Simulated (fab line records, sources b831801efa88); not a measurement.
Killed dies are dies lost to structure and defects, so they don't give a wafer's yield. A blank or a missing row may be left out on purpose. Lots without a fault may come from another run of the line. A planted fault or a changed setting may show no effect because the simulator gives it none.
Tool commonality check | flow sky130 | 13 lots, 39 wafers sampled

WHY IT WAS OPENED
At SKY_POLY_GATE_THK_MEAS_01 the reading POLY_GATE_CVD_00_THK is flagged on 2 of 13 lots. Wafers without a fault read 180.2 nm, standard deviation 1.7.
Rule: a lot is flagged when every wafer of it that has a number lies more than 4 standard deviations from that mean, or none has a number. The other lots count as sound.

lot  | measured     | on            | POLY_GATE_CVD_00_THK (nm), wafer by wafer | flag
L842 | day 14 00:50 | film_metro-02 | 182.6 180.9 182.3                         |
L843 | day 14 11:23 | film_metro-02 | 188.1 188.6 188.0                         | FLAGGED
L844 | day 14 19:43 | film_metro-04 | 188.2 189.9 190.0                         | FLAGGED
L853 | day 18 02:52 | film_metro-02 | 180.7 180.4 180.6                         |
L854 | day 18 10:45 | film_metro-02 | 182.7 183.0 182.0                         |
L856 | day 19 05:10 | film_metro-01 | 181.9 181.3 181.9                         |
L858 | day 19 21:35 | film_metro-04 | 180.7 181.5 181.2                         |
L859 | day 20 02:07 | film_metro-01 | 177.8 178.2 178.0                         |
L861 | day 20 22:04 | film_metro-04 | 179.7 177.9 180.8                         |
L860 | day 21 01:53 | film_metro-02 | 176.3 175.7 177.6                         |
L862 | day 21 22:05 | film_metro-04 | 177.2 177.2 178.5                         |
L863 | day 22 02:51 | film_metro-04 | 179.9 178.5 179.2                         |
L864 | day 22 04:38 | film_metro-01 | 180.3 180.7 179.6                         |
The numbers of the flagged lots are 188.8 nm on average: +8.6 nm against the usual, or +5 standard deviations.

WHICH TOOL RAN EACH LOT
The record holds 1 process step before the reading, out of a route of 708 steps. In each cell: the tool, then ch and the chambers that the sampled wafers went through, then the start.
lot  | flag    | SKY_POLY_GATE_CVD_00
L842 |         | lpcvd-01 ch 0, day 13 23:38
L843 | FLAGGED | lpcvd-01 ch 1, day 14 10:11
L844 | FLAGGED | lpcvd-01 ch 1, day 14 18:31
L853 |         | lpcvd-01 ch 1, day 18 01:40
L854 |         | lpcvd-01 ch 0, day 18 09:33
L856 |         | lpcvd-01 ch 0, day 19 03:57
L858 |         | lpcvd-01 ch 1, day 19 20:23
L859 |         | lpcvd-01 ch 1, day 20 00:54
L861 |         | lpcvd-01 ch 1, day 20 20:52
L860 |         | lpcvd-01 ch 0, day 21 00:41
L862 |         | lpcvd-01 ch 1, day 21 20:53
L863 |         | lpcvd-01 ch 1, day 22 01:38
L864 |         | lpcvd-01 ch 0, day 22 02:50
What these steps do:
- SKY_POLY_GATE_CVD_00: deposits poly-Si, target thk 180 nm, time 720 s.
- SKY_POLY_GATE_THK_MEAS_01

FLAGGED OVER TOTAL, TOOL BY TOOL (the gauges that took the reading come last)
step                      | tool          | lots run | flagged | share of the flagged lots | sound lots run after its first flagged lot
SKY_POLY_GATE_CVD_00      | lpcvd-01      | 13       | 2       | all                       | 10 (L853,L854,L856,L858,L859,L861,L860,L862,L863,L864)
SKY_POLY_GATE_THK_MEAS_01 | film_metro-01 | 3        | 0       | none                      | -
SKY_POLY_GATE_THK_MEAS_01 | film_metro-02 | 5        | 1       | some                      | 3 (L853,L854,L860)
SKY_POLY_GATE_THK_MEAS_01 | film_metro-04 | 5        | 1       | some                      | 4 (L858,L861,L862,L863)

WHAT THE TABLE ALLOWS
1 row of the table ran every flagged lot: lpcvd-01 at SKY_POLY_GATE_CVD_00.
- lpcvd-01 at SKY_POLY_GATE_CVD_00: 2 of its 13 lots flagged. Sound lots ran on it after the first flagged one (L853, L854, L856, L858, L859, L861, L860, L862, L863, L864), which a lasting fault on the whole tool wouldn't allow.
No row of the table ran every flagged lot and no sound lot after the first.

WHAT THE SIMULATOR HAD PUT IN
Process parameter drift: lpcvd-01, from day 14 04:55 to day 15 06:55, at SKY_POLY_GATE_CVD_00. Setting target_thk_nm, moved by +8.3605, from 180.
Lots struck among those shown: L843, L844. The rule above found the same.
